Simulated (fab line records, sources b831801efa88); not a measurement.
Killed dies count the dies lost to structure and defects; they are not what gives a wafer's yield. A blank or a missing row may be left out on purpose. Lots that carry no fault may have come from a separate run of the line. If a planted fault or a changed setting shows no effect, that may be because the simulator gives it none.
Which tool was responsible? ; flow gf180mcu ; Sampling: 24 lots, 72 wafers, 5 of 602 route steps

WHAT EACH GAUGE READ, for each wafer
GF_CONTACT_BOW_MEAS_05. Usual: CONTACT_BOW gives 64 um (standard deviation 6.3).
lot;measured;on;CONTACT_BOW (um);flag
L074;day 15 03:12;film-metro-04;67 55 67;
L075;day 15 19:21;film-metro-03;63 70 50;
L076;day 16 11:33;film-metro-01;59 66 55;
L077;day 16 12:46;film-metro-03;58 73 55;
L078;day 17 04:02;film-metro-04;71 67 65;
L079;day 17 05:40;film-metro-01;65 49 67;
L080;day 17 17:41;film-metro-03;69 55 58;
L081;day 18 04:45;film-metro-03;74 59 69;
L082;day 18 08:51;film-metro-03;78 61 64;
L083;day 18 11:16;film-metro-01;60 72 61;
L084;day 18 21:18;film-metro-03;72 56 66;
L085;day 19 06:20;film-metro-04;74 71 70;
L086;day 19 13:27;film-metro-01;61 61 67;
L087;day 19 22:45;film-metro-01;76 62 67;
L088;day 20 09:44;film-metro-01;60 58 64;
L089;day 20 13:01;film-metro-01;70 59 56;
L090;day 21 01:23;film-metro-01;62 68 66;
L091;day 21 08:18;film-metro-04;64 56 62;
L092;day 21 12:05;film-metro-03;62 63 66;
L093;day 21 17:44;film-metro-04;67 59 59;
L094;day 22 00:16;film-metro-01;60 80 59;
L095;day 22 13:26;film-metro-04;64 68 66;
L096;day 22 20:24;film-metro-03;53 61 49;
L097;day 23 08:37;film-metro-03;68 66 78;

GF_CONTACT_THK_MEAS_26: measures by xrf. Usual: CONTACT_W_THK gives 305 nm (standard deviation 5.5).
lot;measured;on;CONTACT_W_THK (nm);flag
L074;day 16 02:07;film-metro-01;313 311 317;
L075;day 16 19:01;film-metro-01;307 311 311;
L076;day 17 11:13;film-metro-03;306 304 303;
L077;day 17 12:18;film-metro-01;303 305 298;
L078;day 18 04:27;film-metro-01;312 307 308;
L079;day 18 06:07;film-metro-04;303 302 298;
L080;day 18 18:27;film-metro-01;304 306 303;
L081;day 19 06:05;film-metro-04;300 295 299;
L082;day 19 09:14;film-metro-04;301 301 303;
L083;day 19 12:46;film-metro-04;299 301 298;
L084;day 19 22:34;film-metro-04;300 295 296;
L085;day 20 07:41;film-metro-03;310 312 308;
L086;day 20 14:31;film-metro-03;309 310 305;
L087;day 20 23:21;film-metro-03;305 303 311;
L088;day 21 10:31;film-metro-04;296 298 296;
L089;day 21 14:04;film-metro-01;302 305 306;
L090;day 22 01:31;film-metro-01;300 311 301;
L091;day 22 09:07;film-metro-03;317 316 310;
L092;day 22 12:07;film-metro-01;312 310 303;
L093;day 22 17:59;film-metro-01;307 309 308;
L094;day 22 23:47;film-metro-01;313 310 311;
L095;day 23 13:07;film-metro-04;298 305 301;
L096;day 23 20:04;film-metro-04;298 295 296;
L097;day 24 08:41;film-metro-03;304 306 304;

GF_M2_OVL_MEAS_15. Usual: M2_OVL gives 0 nm (standard deviation 5.1).
lot;measured;on;M2_OVL (nm);flag
L074;day 19 04:47;overlay-01;6 4 4;
L075;day 19 21:41;overlay-02;-1 1 7;
L076;day 20 14:28;overlay-02;3 5 2;
L077;day 20 14:43;overlay-02;-8 -9 -11;
L078;day 21 09:46;overlay-01;-3 0 -1;
L079;day 21 11:22;overlay-01;13 8 9;
L080;day 21 21:15;overlay-01;-4 -6 -5;
L081;day 22 09:53;overlay-01;1 -1 5;
L082;day 22 12:13;overlay-01;8 0 9;
L083;day 22 15:57;overlay-01;-4 -1 -3;
L084;day 22 23:45;overlay-02;-8 -7 -6;
L085;day 23 09:41;overlay-01;2 -2 1;
L086;day 23 16:03;overlay-02;-8 -5 -6;
L087;day 23 23:10;overlay-02;-4 -8 -1;
L088;day 24 10:38;overlay-02;-7 -2 -4;
L089;day 24 14:39;overlay-01;-3 -2 0;
L090;day 24 23:44;overlay-02;-7 -11 -1;
L091;day 25 08:29;overlay-01;-1 5 -2;
L092;day 25 10:26;overlay-02;2 4 -9;
L093;day 25 17:29;overlay-01;4 6 4;
L094;day 25 20:05;overlay-02;5 9 3;
L095;day 26 10:32;overlay-02;0 -3 9;
L096;day 26 17:11;overlay-02;1 -5 -3;
L097;day 27 02:42;overlay-02;-5 7 -3;

WHICH TOOL RAN EACH LOT (tool, then ch and the chambers of the sampled wafers, then the start)
lot;GF_CONTACT_SPUTTER_22;GF_V1_CMP_04
L074;pvd-sputter-04, day 16 01:47;cmp-01 ch 0,1,3, day 17 02:11
L075;pvd-sputter-04, day 16 18:41;cmp-02 ch 0,1, day 17 19:47
L076;pvd-sputter-04, day 17 10:54;cmp-02 ch 0,1, day 18 12:14
L077;pvd-sputter-02, day 17 11:59;cmp-02 ch 0,2,3, day 18 13:01
L078;pvd-sputter-04, day 18 04:08;cmp-02 ch 0,2,3, day 19 06:51
L079;pvd-sputter-01, day 18 05:47;cmp-02 ch 1,2,3, day 19 08:23
L080;pvd-sputter-02, day 18 18:08;cmp-02 ch 0,1,3, day 19 20:29
L081;pvd-sputter-04, day 19 05:42;cmp-02 ch 0,1,3, day 20 08:59
L082;pvd-sputter-04, day 19 08:53;cmp-02 ch 1,2, day 20 11:13
L083;pvd-sputter-04, day 19 12:27;cmp-02 ch 0,3, day 20 14:36
L084;pvd-sputter-04, day 19 22:14;cmp-01 ch 1,2,3, day 20 23:57
L085;pvd-sputter-04, day 20 07:21;cmp-01 ch 0,1,2, day 21 09:29
L086;pvd-sputter-02, day 20 14:11;cmp-01 ch 1,2,3, day 21 15:58
L087;pvd-sputter-04, day 20 23:01;cmp-02 ch 0,1,3, day 22 00:11
L088;pvd-sputter-04, day 21 10:11;cmp-01 ch 0,1, day 22 11:52
L089;pvd-sputter-02, day 21 13:44;cmp-01 ch 0,2,3, day 22 15:27
L090;pvd-sputter-04, day 22 01:11;cmp-01 ch 0,1, day 23 01:39
L091;pvd-sputter-04, day 22 08:47;cmp-01 ch 0,2,3, day 23 10:19
L092;pvd-sputter-01, day 22 11:47;cmp-02 ch 0,1, day 23 12:50
L093;pvd-sputter-04, day 22 17:40;cmp-01 ch 0,1,3, day 23 19:06
L094;pvd-sputter-02, day 22 23:27;cmp-01 ch 0,2,3, day 23 23:38
L095;pvd-sputter-04, day 23 12:47;cmp-01 ch 0,2,3, day 24 13:12
L096;pvd-sputter-04, day 23 19:44;cmp-02 ch 0,1, day 24 20:14
L097;pvd-sputter-04, day 24 08:22;cmp-02 ch 0,2,3, day 25 07:31
- GF_CONTACT_SPUTTER_22: material Ti, target thk 15 nm, time 80.02 s.
- GF_V1_CMP_04: polishes SiO2.

AS READ BY THE TOOLS THEMSELVES (means over the sampled wafers that have a number; for cases with no such wafer, the mark the record gives instead)
GF_CONTACT_SPUTTER_22. Usual: throttle-valve-pct reads 30.3 % (standard deviation 0.76).
lot;tool;throttle-valve-pct (%);flag
L074;pvd-sputter-04;30.0;
L075;pvd-sputter-04;30.2;
L076;pvd-sputter-04;30.2;
L077;pvd-sputter-02;30.3;
L078;pvd-sputter-04;30.2;
L079;pvd-sputter-01;30.1;
L080;pvd-sputter-02;30.5;
L081;pvd-sputter-04;30.5;
L082;pvd-sputter-04;30.0;
L083;pvd-sputter-04;30.8;
L084;pvd-sputter-04;30.5;
L085;pvd-sputter-04;30.5;
L086;pvd-sputter-02;30.6;
L087;pvd-sputter-04;30.4;
L088;pvd-sputter-04;30.2;
L089;pvd-sputter-02;31.0;
L090;pvd-sputter-04;29.9;
L091;pvd-sputter-04;30.7;
L092;pvd-sputter-01;29.5;
L093;pvd-sputter-04;30.6;
L094;pvd-sputter-02;30.5;
L095;pvd-sputter-04;30.9;
L096;pvd-sputter-04;30.5;
L097;pvd-sputter-04;30.4;

GF_V1_CMP_04. Usual: motor-current-A 12.5 A, standard deviation 0.85; time-to-endpoint-s 84 s, standard deviation 5.2.
lot;tool;motor-current-A (A);time-to-endpoint-s (s);flag
L074;cmp-01;12.4;88;
L075;cmp-02;12.4;89;
L076;cmp-02;11.7;80;
L077;cmp-02;13.2;82;
L078;cmp-02;12.9;78;
L079;cmp-02;13.5;86;
L080;cmp-02;13.1;88;
L081;cmp-02;13.0;83;
L082;cmp-02;13.3;89;
L083;cmp-02;12.6;83;
L084;cmp-01;11.9;80;
L085;cmp-01;12.1;86;
L086;cmp-01;11.7;83;
L087;cmp-02;12.8;82;
L088;cmp-01;12.6;88;
L089;cmp-01;11.3;74;
L090;cmp-01;12.4;82;
L091;cmp-01;11.6;78;
L092;cmp-02;12.7;89;
L093;cmp-01;12.5;83;
L094;cmp-01;11.6;87;
L095;cmp-01;11.9;81;
L096;cmp-02;12.5;80;
L097;cmp-02;12.6;85;

THE ANSWER, worked out from the rows above alone
Rule: a lot is off if the mean of its wafers that have a number lies more than 3 standard deviations from the usual mean. A lot without any number at a reading at which 4 lots or more have one is off too. All remaining lots with rows at the step are treated as sound. After the gauges, taken in route order, come the tools' own readings; for these a lot's mean is taken, as printed above. The first step at which some lot is off is used, and at that step the reading that is off furthest; a lot without a number counts as furthest.
No lot is off at any reading shown: from this, nothing can be told.

WHAT WAS PUT IN BY THE SIMULATOR
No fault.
